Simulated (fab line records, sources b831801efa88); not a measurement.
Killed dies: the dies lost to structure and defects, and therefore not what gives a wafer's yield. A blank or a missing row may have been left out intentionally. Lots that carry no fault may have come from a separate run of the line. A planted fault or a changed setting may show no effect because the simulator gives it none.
A lot that was struck, set against a sound lot + flow gf180mcu + 14 steps out of a route of 602
Sound: wafers L349.2, L349.3, L349.4. Struck: wafer L359.6 (L359.1, L359.2, from the same lot, were not struck and are left out); the cause is given at the end.
Order at every step that has rows: each side's tool, ch and its chambers, its first start. Under that, the readings that differ: sound wafers + struck wafers + difference of the means + sigmas: that difference in standard deviations of wafers without a fault.
alike: readings whose means differ by less than 2 such deviations, and words and numbers that are the same on both sides. not compared: withheld readings, readings that some wafer has no value for, bounds like >300 that may hide the same value, and numbers for which the record gives no deviation and whose values overlap.
The two part at a step that has a row with sigmas, a row that says differs or no value, or rows on one side only. When numbers do not overlap yet have no deviation, they are printed without sigmas and do not part them. A reading that every wafer of one side lacks parts them only if that side has two wafers or more.

first, 5 steps without rows for these wafers: GF_V2_COAT_09 (resist thk 1000 nm); GF_V2_SOFTBAKE_10 (time 60 s); GF_V2_EXPOSE_11 (exposes mask Via2, target cd 260 nm); GF_V2_PEB_12 (peb time 90 s); GF_V2_DEVELOP_13 (develop time 60 s).
GF_V2_CD_MEAS_14: target cd 260 nm.
  sound: cd sem-02 at day 21 05:01; struck: cd sem-02 at day 25 00:14
  alike: cd nm
GF_V2_OVL_MEAS_15:
  sound: overlay-02 at day 21 05:07; struck: overlay-02 at day 25 00:22
  alike: V2_OVL
GF_V2_ETCH_16: etches BARC in N2/H2.
  sound on rie diel-03 ch 1,2,3, day 21 05:09; struck on rie diel-03 ch 0, day 25 00:24
  alike: drypump motor current A, oes product au, throttle valve pct
GF_V2_ETCH_17: etches SiO2 in C4F8/O2/Ar, stops on TiN, target depth 630 nm.
  sound: rie diel-03 ch 1,2,3; struck: rie diel-03 ch 0
  alike: oes product au
GF_V2_STRIP_18: strips in O2/N2.
  sound on plasma asher-04 ch 0,1, day 21 05:17; struck on plasma asher-04 ch 0, day 25 00:32
  alike: drypump motor current A, heater power w, oes product au
  not compared: rf hours counter h
then, 2 steps without rows for these wafers: GF_V2_STRIP_19 (strips in post etch residue remover, time 1200 s); GF_V2_CLEAN_20 (cleans in DIW).
GF_V2_SPUTTER_21: material Ti, target thk 15 nm, time 80.02 s.
  sound: pvd sputter-02 at day 21 05:49; struck: pvd sputter-04 at day 25 01:04
| reading                               | sound             | struck | difference | sigmas |
|---------------------------------------|-------------------|--------|------------|--------|
| chamber pressure pa (Pa)              | 5.008 4.993 5.028 | 4.626  | -0.384     | -40    |
| model.Ti_of_V2_SPUTTER_21.thk nm (nm) | 15.24 15.19 15.2  | 16.41  | +1.20      |        |
  alike: throttle valve pct
GF_V2_SPUTTER_22: material TiN, target thk 10 nm, time 40 s.
  sound: pvd sputter-02 at day 21 05:53; struck: pvd sputter-04 at day 25 01:07
  alike: chamber pressure pa, throttle valve pct

== WHERE THEY PART ==
Within this record, at GF_V2_SPUTTER_21 only. Later steps at which nothing parts them and some readings are alike: GF_V2_SPUTTER_22.

WHY: what had been put in by the simulator
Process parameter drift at GF_V2_SPUTTER_21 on pvd sputter-04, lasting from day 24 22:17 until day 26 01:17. From 5, the setting chamber pressure pa moved by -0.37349. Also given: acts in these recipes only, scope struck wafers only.
